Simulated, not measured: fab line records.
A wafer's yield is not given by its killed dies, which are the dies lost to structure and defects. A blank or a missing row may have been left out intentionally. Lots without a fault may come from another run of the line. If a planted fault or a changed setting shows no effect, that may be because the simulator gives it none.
Which of the tools did it? | flow gf180mcu | 36 wafers from 12 lots sampled at 4 of the route's 602 steps

WHAT THE GAUGES READ, wafer by wafer
GF_STI_CD_MEAS_12: the cd target is 220 nm. Usual: cd-nm at 219.8 nm, with a standard deviation of 1.1.
lot  | measured    | on        | cd-nm (nm)        | flag
L102 | day 2 22:17 | cd-sem-01 | 218.7 218.9 219.9 |
L103 | day 3 02:15 | cd-sem-01 | 218.0 218.2 218.6 |
L104 | day 3 08:12 | cd-sem-01 | 219.2 218.8 219.7 |
L105 | day 3 12:52 | cd-sem-02 | 221.0 220.8 220.3 |
L106 | day 3 17:27 | cd-sem-02 | 219.4 217.7 218.5 |
L107 | day 4 01:25 | cd-sem-02 | 220.0 220.3 219.4 |
L108 | day 4 05:27 | cd-sem-02 | 220.7 220.1 220.2 |
L117 | day 6 06:13 | cd-sem-01 | 219.9 220.9 218.7 |
L118 | day 6 08:07 | cd-sem-02 | 220.4 219.3 219.6 |
L119 | day 6 13:29 | cd-sem-02 | 221.3 221.4 221.2 |
L120 | day 6 19:01 | cd-sem-01 | 218.5 219.1 218.8 |
L121 | day 6 23:53 | cd-sem-02 | 222.5 223.0 223.0 |

GF_DNWELL_TW_MEAS_09. Usual: for DNWELL_TW the level is 1351 and the standard deviation is 8.2.
lot  | measured    | on            | DNWELL_TW         | flag
L102 | day 3 14:59 | film-metro-02 | 1343 1346 1351    |
L103 | day 4 00:07 | film-metro-02 | 1346 1355 1348    |
L104 | day 4 03:20 | film-metro-02 | 1331 1332 1335    |
L105 | day 4 07:34 | film-metro-02 | 1341 1348 1340    |
L106 | day 4 12:11 | film-metro-02 | 1344 1344 1349    |
L107 | day 4 20:31 | film-metro-04 | 31 31 30 31 31 31 | OFF
L108 | day 4 23:32 | film-metro-02 | 1332 1337 1334    |
L117 | day 7 03:58 | film-metro-02 | 1356 1366 1356    |
L118 | day 7 05:29 | film-metro-03 | 1358 1344 1356    |
L119 | day 7 10:26 | film-metro-03 | 1357 1354 1355    |
L120 | day 7 17:39 | film-metro-04 | 1351 1338 1344    |
L121 | day 7 21:50 | film-metro-04 | 1356 1357 1356    |

GF_MVPSD_TW_MEAS_11. Usual: for MVPSD_TW the level is 553 and the standard deviation is 3.3.
lot  | measured     | on            | MVPSD_TW    | flag
L102 | day 5 23:26  | film-metro-04 | 556 554 553 |
L103 | day 6 11:11  | film-metro-01 | 559 556 560 |
L104 | day 6 14:16  | film-metro-04 | 549 550 550 |
L105 | day 6 19:50  | film-metro-04 | 553 549 549 |
L106 | day 7 01:39  | film-metro-04 | 550 554 553 |
L108 | day 7 14:44  | film-metro-02 | 551 554 558 |
L117 | day 10 00:28 | film-metro-01 | 554 554 557 |
L118 | day 10 02:20 | film-metro-02 | 549 552 549 |
L119 | day 10 08:58 | film-metro-02 | 550 549 550 |
L120 | day 10 14:13 | film-metro-01 | 555 555 557 |
L121 | day 10 19:26 | film-metro-02 | 550 551 551 |

TOOL THAT RAN EACH LOT (tool first, then ch and the chambers of the sampled wafers, then the start)
lot  | GF_DNWELL_EXPOSE_04
L102 | iline-stepper-02 ch 0, day 3 08:55
L103 | iline-stepper-02 ch 0, day 3 17:32
L104 | iline-stepper-02 ch 0, day 3 20:31
L105 | iline-stepper-02 ch 0, day 4 00:31
L106 | iline-stepper-02 ch 0, day 4 05:20
L107 | iline-stepper-01 ch 0, day 4 13:09
L108 | iline-stepper-02 ch 0, day 4 16:32
L117 | iline-stepper-01 ch 0, day 6 19:21
L118 | iline-stepper-01 ch 0, day 6 21:07
L119 | iline-stepper-02 ch 0, day 7 02:39
L120 | iline-stepper-02 ch 0, day 7 09:09
L121 | iline-stepper-01 ch 0, day 7 13:25
- GF_DNWELL_EXPOSE_04: exposes mask DNWELL, target cd 1700 nm.

WHAT THE TOOLS THEMSELVES READ (means of the sampled wafers that have a number; where no wafer has one, the mark that the record gives instead)
GF_DNWELL_EXPOSE_04. Usual: reticle-temp-C 23.01 C, standard deviation 0.099; stage-vel-mm-s 500.01 mm/s, standard deviation 0.23.
lot  | tool             | reticle-temp-C (C) | stage-vel-mm-s (mm/s) | flag
L102 | iline-stepper-02 | 23.19              | 500.10                |
L103 | iline-stepper-02 | 22.90              | 500.15                |
L104 | iline-stepper-02 | 23.05              | 499.92                |
L105 | iline-stepper-02 | 22.96              | 500.12                |
L106 | iline-stepper-02 | 23.17              | 500.24                |
L107 | iline-stepper-01 | 23.03              | 499.82                |
L108 | iline-stepper-02 | 23.03              | 500.24                |
L117 | iline-stepper-01 | 23.00              | 499.80                |
L118 | iline-stepper-01 | 23.03              | 499.88                |
L119 | iline-stepper-02 | 22.89              | 499.96                |
L120 | iline-stepper-02 | 23.02              | 499.94                |
L121 | iline-stepper-01 | 22.87              | 500.20                |

THE ANSWER, worked out from the rows above alone
Rule: a lot is off if the mean of its wafers that have a number lies more than 3 standard deviations from the usual mean. A lot without any number at a reading at which 4 lots or more have one is off too. Any other lot the step has rows for is counted as sound. First the gauges in route order, then the tools' own readings, where a lot's mean is used as printed above. At the first step where some lot is off, the reading lying furthest off is the one used; lots without a number count as furthest.
Off: L107, seen at GF_DNWELL_TW_MEAS_09 (DNWELL_TW).
A tool fits if, at a process step before that reading, it ran every lot that is off, and no sound lot after the first of them. The gauges at GF_DNWELL_TW_MEAS_09 are tried like those tools. No candidate that was tried fits.

WHAT WAS PUT IN BY THE SIMULATOR
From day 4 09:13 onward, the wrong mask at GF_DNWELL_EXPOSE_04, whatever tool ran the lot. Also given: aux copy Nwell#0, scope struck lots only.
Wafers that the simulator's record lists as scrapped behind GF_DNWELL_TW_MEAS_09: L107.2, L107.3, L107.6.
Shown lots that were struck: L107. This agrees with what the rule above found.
